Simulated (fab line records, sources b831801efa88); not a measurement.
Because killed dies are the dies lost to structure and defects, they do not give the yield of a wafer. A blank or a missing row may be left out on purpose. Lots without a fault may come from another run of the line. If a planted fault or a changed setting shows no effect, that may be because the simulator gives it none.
Chamber matching / flow sky130 / rie diel-03 running SKY_VIA2_ETCH_14: 4 sister chambers
The step etches BARC in N2/H2, stops on SiO2, time 45.9 s, target depth 60 nm. 8 wafers are shown with their chamber, then 12 later ones without.

== EACH WAFER AND ITS CHAMBER ==
wafer=L078.5; chamber=1; throttle valve pct (%)=13.218; oes product au (a.u.)=0.853
wafer=L083.6; chamber=1; throttle valve pct (%)=13.223; oes product au (a.u.)=0.846
wafer=L086.6; chamber=3; throttle valve pct (%)=13.214; oes product au (a.u.)=0.855
wafer=L089.3; chamber=3; throttle valve pct (%)=13.233; oes product au (a.u.)=0.859
wafer=L089.5; chamber=2; throttle valve pct (%)=13.221; oes product au (a.u.)=0.859
wafer=L093.2; chamber=0; throttle valve pct (%)=13.234; oes product au (a.u.)=0.840
wafer=L093.4; chamber=2; throttle valve pct (%)=13.225; oes product au (a.u.)=0.854
wafer=L093.6; chamber=0; throttle valve pct (%)=13.223; oes product au (a.u.)=0.854

== WAFERS MISSING THEIR CHAMBER ==
wafer=L094.1; throttle valve pct (%)=13.227; oes product au (a.u.)=0.854
wafer=L094.2; throttle valve pct (%)=13.220; oes product au (a.u.)=0.842
wafer=L094.3; throttle valve pct (%)=13.233; oes product au (a.u.)=0.854
wafer=L094.4; throttle valve pct (%)=13.227; oes product au (a.u.)=0.861
wafer=L094.5; throttle valve pct (%)=13.238; oes product au (a.u.)=0.859
wafer=L094.6; throttle valve pct (%)=13.240; oes product au (a.u.)=0.857
wafer=L095.2; throttle valve pct (%)=13.240; oes product au (a.u.)=0.853
wafer=L095.5; throttle valve pct (%)=13.238; oes product au (a.u.)=0.854
wafer=L095.6; throttle valve pct (%)=13.226; oes product au (a.u.)=0.850
wafer=L096.1; throttle valve pct (%)=13.225; oes product au (a.u.)=0.858
wafer=L096.2; throttle valve pct (%)=13.243; oes product au (a.u.)=0.845
wafer=L096.6; throttle valve pct (%)=13.225; oes product au (a.u.)=0.852

== WHICH CHAMBER EACH ONE RAN IN ==
wafer=L094.1; from the rows above=can't be placed: 2 or 3 or 1 or 0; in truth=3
wafer=L094.2; from the rows above=can't be placed: 1 or 0 or 2 or 3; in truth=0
wafer=L094.3; from the rows above=can't be placed: 3 or 0 or 2 or 1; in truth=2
wafer=L094.4; from the rows above=can't be placed: 3 or 2 or 1 or 0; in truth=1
wafer=L094.5; from the rows above=can't be placed: 3 or 2 or 0 or 1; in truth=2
wafer=L094.6; from the rows above=can't be placed: 3 or 2 or 0 or 1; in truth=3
wafer=L095.2; from the rows above=can't be placed: 0 or 3 or 2 or 1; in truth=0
wafer=L095.5; from the rows above=can't be placed: 0 or 3 or 2 or 1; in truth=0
wafer=L095.6; from the rows above=can't be placed: 0 or 1 or 2 or 3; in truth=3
wafer=L096.1; from the rows above=can't be placed: 3 or 2 or 1 or 0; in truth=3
wafer=L096.2; from the rows above=can't be placed: 0 or 1 or 2 or 3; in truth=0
wafer=L096.6; from the rows above=can't be placed: 1 or 2 or 3 or 0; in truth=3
Correctly placed: 0 of 12. These rows do not allow placing 12 (true chamber among the candidates in 12). Number placed wrongly: 0.
How it was worked out, from the rows above alone: a wafer's distance from a chamber is the root of the sum, over the readings, of the square of ((its reading less the chamber's mean) divided by the reading's scatter). The wafer belongs to the nearest chamber; if the next one is less than 2 further off, it can't be placed. The mean given for a chamber averages the wafers shown for that chamber. The scatter: take each reading less its chamber's mean, square it, sum over the shown wafers, divide by the number of wafers less the number of chambers, and take the root.
